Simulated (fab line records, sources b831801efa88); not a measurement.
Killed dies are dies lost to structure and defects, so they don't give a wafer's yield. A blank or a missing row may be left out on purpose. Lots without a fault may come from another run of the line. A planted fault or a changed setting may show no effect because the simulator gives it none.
fab line records | flow sky130
record lots=14 wafers=42 last_day=50
route steps=708 shown FIELD_ISO@3 PWDE@52 VT_ADJUST_LVTN@116 VT_ADJUST_NCORE@126
lots that met no fault: from a run of the same line without faults
start_h: hours from the record's first day to the start of the lot's first wafer shown | wait_h: hours since the lot's step before | " the same as in the row above | L1.1+2: a row that stands for several wafers | - no value, or no start given | * or withheld: withheld | < > ~ a bound
route shown NAME@n: a module of which the file shows steps, and the number in the route of the first | usual: mean/standard deviation of fault-free wafers | same: alike in all rows | chamber/n: place in a boat | sites: the reading at each site | _std_site: their standard deviation | _edge_site: outer sites' mean less inner sites' | radius_mm: how far each site lies from the wafer's centre | mask NAME#n: copy n | behind: the tool/chamber that last shaped the wafer | hold: why the lot was held/for how many hours/how that ended | device: the transistor (n, p or np) that didn't switch | end of line: the same wafers' tests at the end of the route | a step without rows: its recipe alone | killed: dies lost to structure and defects at the first sort, not the wafer's yield | map: a wafer's dies, x killed, . not, _ none there
set.NAME: the setting as run; set.NAME@STEP: as run at that earlier step | model.NAME: the simulator's own value behind a step, which no gauge read
steps of the route over a sample of lots; a table a step, a row a wafer
services: from which hour (start_h, from the record's first day; less than 0 if before it) a tool's chamber was out of use, for how many hours, and why
## steps
# step SKY_FIELD_ISO_THK_MEAS_02
# recipe reads=SiO2_of_FIELD_ISO_OXIDATION_01
# usual FIELD_ISO_OXIDATION_00_THK=11.93/0.2
# columns lot.wafer tool chamber start_h wait_h FIELD_ISO_OXIDATION_00_THK[nm]
L594.1 film_metro-01 - 16.63 0.0 12.12
L594.4 " - " " 12.01
L594.6 " - " " 11.81
L596.2 film_metro-01 - 27.44 0.0 11.65
L596.3 " - " " 11.90
L596.5 " - " " 11.84
L597.1 film_metro-02 - 31.88 0.0 11.95
L597.2 " - " " 12.16
L597.6 " - " " 11.98
L599.2 film_metro-02 - 43.46 0.0 11.81
L599.3 " - " " 12.11
L599.4 " - " " 11.81
L600.1 film_metro-02 - 47.81 0.0 11.92
L600.3 " - " " 11.79
L600.5 " - " " 12.11
L601.4 film_metro-04 - 52.88 0.0 11.97
L601.5 " - " " 11.81
L601.6 " - " " 11.81
L602.2 film_metro-04 - 57.35 0.0 11.99
L602.4 " - " " 11.94
L602.6 " - " " 11.95
L605.2 film_metro-04 - 71.64 0.0 11.31
L605.4 " - " " 11.50
L605.5 " - " " 11.65
L607.1 film_metro-01 - 81.63 0.0 11.78
L607.3 " - " " 11.91
L607.6 " - " " 11.75
L608.3 film_metro-04 - 87.45 0.0 12.24
L608.4 " - " " 12.23
L608.5 " - " " 12.41
L613.1 film_metro-01 - 111.63 0.0 11.90
L613.3 " - " " 12.03
L613.5 " - " " 11.85
L614.1 film_metro-01 - 117.89 0.0 11.94
L614.4 " - " " 11.84
L614.6 " - " " 11.85
L615.1 film_metro-04 - 122.54 0.1 11.92
L615.5 " - " " 11.82
L615.6 " - " " 11.86
L616.3 film_metro-04 - 126.95 0.0 12.05
L616.4 " - " " 12.02
L616.5 " - " " 12.12
# step SKY_PWDE_OVL_MEAS_07
# usual PWDE_OVL=0.4/1.5
# columns lot.wafer tool chamber start_h wait_h PWDE_OVL[nm]
L594.1 overlay-02 - 77.79 - -1.0
L594.4 " - " " -1.5
L594.6 " - " " -0.9
L596.2 overlay-02 - 85.04 - 2.6
L596.3 " - " " 0.8
L596.5 " - " " 1.2
L597.1 overlay-01 - 89.55 - -2.1
L597.2 " - " " -1.1
L597.6 " - " " 0.0
L599.2 overlay-01 - 103.75 - 1.6
L599.3 " - " " 1.0
L599.4 " - " " 1.8
L600.1 overlay-02 - 108.48 - 0.4
L600.3 " - " " -2.6
L600.5 " - " " -0.8
L601.4 overlay-02 - 113.86 - 0.5
L601.5 " - " " -1.9
L601.6 " - " " 0.2
L602.2 overlay-01 - 120.31 - -0.6
L602.4 " - " " 1.4
L602.6 " - " " 0.7
L605.2 overlay-02 - 137.06 - -0.6
L605.4 " - " " -2.0
L605.5 " - " " -0.5
L607.1 overlay-02 - 147.90 - 0.9
L607.3 " - " " 3.1
L607.6 " - " " 2.5
L608.3 overlay-02 - 158.52 - 1.1
L608.4 " - " " -0.6
L608.5 " - " " -1.1
L613.1 overlay-02 - 180.59 - -0.7
L613.3 " - " " -1.5
L613.5 " - " " -1.6
L614.1 overlay-01 - 194.29 - -0.5
L614.4 " - " " -1.7
L614.6 " - " " 0.5
L615.1 overlay-02 - 204.18 - 0.7
L615.5 " - " " 2.3
L615.6 " - " " 0.2
L616.3 overlay-01 - 210.54 - -0.1
L616.4 " - " " 1.1
L616.5 " - " " 2.7
# step SKY_VT_ADJUST_LVTN_IMPLANT_19
# recipe species=B energy_kev=30 dose_cm2=6.5e+11 tilt_deg=withheld
# usual dose_ions_cm2=6.502e+11/7.2e+08 faraday_current_uA=3.68/0.073
# columns lot.wafer tool chamber start_h wait_h dose_ions_cm2 faraday_current_uA
L594.1 implanter-01 0 172.99 0.0 6.49e+11 3.65
L594.4 " 0 " " 6.503e+11 3.73
L594.6 " 0 " " 6.502e+11 3.75
L596.2 implanter-01 0 182.25 0.0 6.511e+11 3.70
L596.3 " 0 " " 6.494e+11 3.63
L596.5 " 0 " " 6.504e+11 3.73
L597.1 implanter-04 0 186.89 0.0 6.495e+11 3.61
L597.2 " 0 " " 6.491e+11 3.74
L597.6 " 0 " " 6.494e+11 3.79
L599.2 implanter-01 0 205.45 0.0 6.505e+11 3.73
L599.3 " 0 " " 6.495e+11 3.71
L599.4 " 0 " " 6.499e+11 3.67
L600.1 implanter-04 0 210.13 0.0 6.502e+11 3.79
L600.3 " 0 " " 6.502e+11 3.70
L600.5 " 0 " " 6.499e+11 3.61
L601.4 implanter-04 0 218.10 0.1 6.519e+11 3.76
L601.5 " 0 " " 6.501e+11 3.60
L601.6 " 0 " " 6.494e+11 3.73
L602.2 implanter-03 0 226.91 0.0 6.5e+11 3.69
L602.4 " 0 " " 6.498e+11 3.65
L602.6 " 0 " " 6.501e+11 3.53
L605.2 implanter-04 0 244.80 0.0 4.484e+11 2.52
L605.4 " 0 " " 4.467e+11 2.57
L605.5 " 0 " " 4.483e+11 2.54
L607.1 implanter-03 0 258.13 0.0 6.501e+11 3.61
L607.3 " 0 " " 6.503e+11 3.61
L607.6 " 0 " " 6.505e+11 3.58
L608.3 implanter-04 0 270.38 0.1 4.485e+11 2.57
L608.4 " 0 " " 4.49e+11 2.49
L608.5 " 0 " " 4.477e+11 2.59
L613.1 implanter-01 0 298.43 0.0 6.5e+11 3.72
L613.3 " 0 " " 6.502e+11 3.74
L613.5 " 0 " " 6.518e+11 3.75
L614.1 implanter-03 0 315.13 0.0 6.496e+11 3.73
L614.4 " 0 " " 6.508e+11 3.75
L614.6 " 0 " " 6.495e+11 3.68
L615.1 implanter-01 0 326.63 0.0 6.511e+11 3.69
L615.5 " 0 " " 6.49e+11 3.83
L615.6 " 0 " " 6.498e+11 3.70
L616.3 implanter-03 0 333.44 0.1 6.496e+11 3.67
L616.4 " 0 " " 6.506e+11 3.68
L616.5 " 0 " " 6.501e+11 3.88
# step SKY_VT_ADJUST_LVTN_TW_MEAS_21
# usual VT_ADJUST_LVTN_2_TW=187.5/2.2
# columns lot.wafer tool chamber start_h wait_h VT_ADJUST_LVTN_2_TW
L594.1 film_metro-04 - 173.24 0.1 188.1
L594.4 " - " " 189.1
L594.6 " - " " 189.0
L596.2 film_metro-03 - 182.49 0.1 186.1
L596.3 " - " " 185.5
L596.5 " - " " 185.7
L597.1 film_metro-04 - 187.14 0.1 190.1
L597.2 " - " " 189.5
L597.6 " - " " 190.9
L599.2 film_metro-02 - 205.69 0.1 183.8
L599.3 " - " " 184.1
L599.4 " - " " 184.5
L600.1 film_metro-04 - 210.38 0.1 190.5
L600.3 " - " " 190.6
L600.5 " - " " 190.1
L601.4 film_metro-03 - 218.31 0.1 186.8
L601.5 " - " " 185.1
L601.6 " - " " 187.1
L602.2 film_metro-02 - 227.15 0.1 186.1
L602.4 " - " " 185.6
L602.6 " - " " 185.4
L605.2 film_metro-03 - 245.04 0.1 169.2
L605.4 " - " " 168.3
L605.5 " - " " 167.9
L607.1 film_metro-03 - 258.38 0.1 185.5
L607.3 " - " " 186.0
L607.6 " - " " 186.2
L608.3 film_metro-04 - 270.60 0.1 173.1
L608.4 " - " " 172.2
L608.5 " - " " 172.5
L613.1 film_metro-04 - 298.68 0.1 190.2
L613.3 " - " " 191.8
L613.5 " - " " 189.9
L614.1 film_metro-04 - 315.38 0.1 188.6
L614.4 " - " " 189.9
L614.6 " - " " 189.6
L615.1 film_metro-03 - 326.88 0.1 185.2
L615.5 " - " " 185.6
L615.6 " - " " 185.3
L616.3 film_metro-04 - 333.66 0.1 189.6
L616.4 " - " " 188.3
L616.5 " - " " 189.3
# step SKY_VT_ADJUST_NCORE_CD_MEAS_07
# recipe target_cd_nm=380
# usual cd_nm=380.1/2.6
# columns lot.wafer tool chamber start_h wait_h cd_nm
L594.1 cd_sem-02 - 194.55 0.1 376.2
L594.4 " - " " 375.2
L594.6 " - " " 376.2
L596.2 cd_sem-01 - 204.80 0.1 376.5
L596.3 " - " " 378.8
L596.5 " - " " 376.2
L597.1 cd_sem-02 - 208.70 0.1 383.5
L597.2 " - " " 383.1
L597.6 " - " " 385.8
L599.2 cd_sem-02 - 228.26 0.1 382.1
L599.3 " - " " 382.8
L599.4 " - " " 384.7
L600.1 cd_sem-02 - 231.83 0.1 379.7
L600.3 " - " " 379.5
L600.5 " - " " 381.0
L601.4 cd_sem-02 - 240.26 0.1 381.5
L601.5 " - " " 383.2
L601.6 " - " " 383.7
L602.2 cd_sem-01 - 249.50 0.1 378.4
L602.4 " - " " 377.3
L602.6 " - " " 379.1
L605.2 cd_sem-02 - 268.22 0.1 378.3
L605.4 " - " " 376.9
L605.5 " - " " 376.4
L607.1 cd_sem-02 - 282.03 0.1 383.2
L607.3 " - " " 384.6
L607.6 " - " " 381.2
L608.3 cd_sem-01 - 294.88 0.1 380.8
L608.4 " - " " 379.4
L608.5 " - " " 382.1
L613.1 cd_sem-02 - 324.80 0.1 380.3
L613.3 " - " " 381.3
L613.5 " - " " 379.7
L614.1 cd_sem-02 - 341.05 0.1 381.5
L614.4 " - " " 382.8
L614.6 " - " " 381.6
L615.1 cd_sem-02 - 353.85 0.1 381.5
L615.5 " - " " 381.2
L615.6 " - " " 384.2
L616.3 cd_sem-02 - 361.08 0.1 378.5
L616.4 " - " " 378.1
L616.5 " - " " 380.8
## services
# columns tool chamber start_h hours kind
implanter-04 - 149.99 5.5 repair
implanter-04 - 161.93 5.4 pm
implanter-01 - 235.98 5.3 repair
implanter-04 - 262.56 2.2 repair
implanter-03 - 290.48 4.1 pm
implanter-03 - 295.43 5.0 repair
## key
first_sign step=SKY_VT_ADJUST_LVTN_IMPLANT_19 reading=dose_ions_cm2 direction=down sigmas=99+ usual=* struck=*
effect step=SKY_VT_ADJUST_LVTN_IMPLANT_19 reading=faraday_current_uA direction=down sigmas=16 usual=3.68 struck=2.55
effect step=SKY_VT_ADJUST_LVTN_TW_MEAS_21 reading=VT_ADJUST_LVTN_2_TW direction=down sigmas=7.6 usual=187.5 struck=170.5
met_at SKY_VT_ADJUST_LVTN_IMPLANT_19
struck_lots L605,L608
tester_left_out L605,L608
not_acting_at SKY_FIELD_ISO_THK_MEAS_02,SKY_PWDE_OVL_MEAS_07,SKY_VT_ADJUST_NCORE_CD_MEAS_07
onset_between 218.10 244.80
fault kind=process_parameter_drift tool=implanter-04 chamber=- onset_h=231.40 steps=SKY_VT_ADJUST_LVTN_IMPLANT_19 channel=dose_cm2 offset=* shape=step end_h=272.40 acts_in=* stated=*
# tester_left_out: of these lots the tester's yield and bins aren't shown, on N5 and GAA mostly nor the transistor test; their killed dies are dies lost to structure and defects alone, not to doping, threshold or leakage, so they don't give the yield
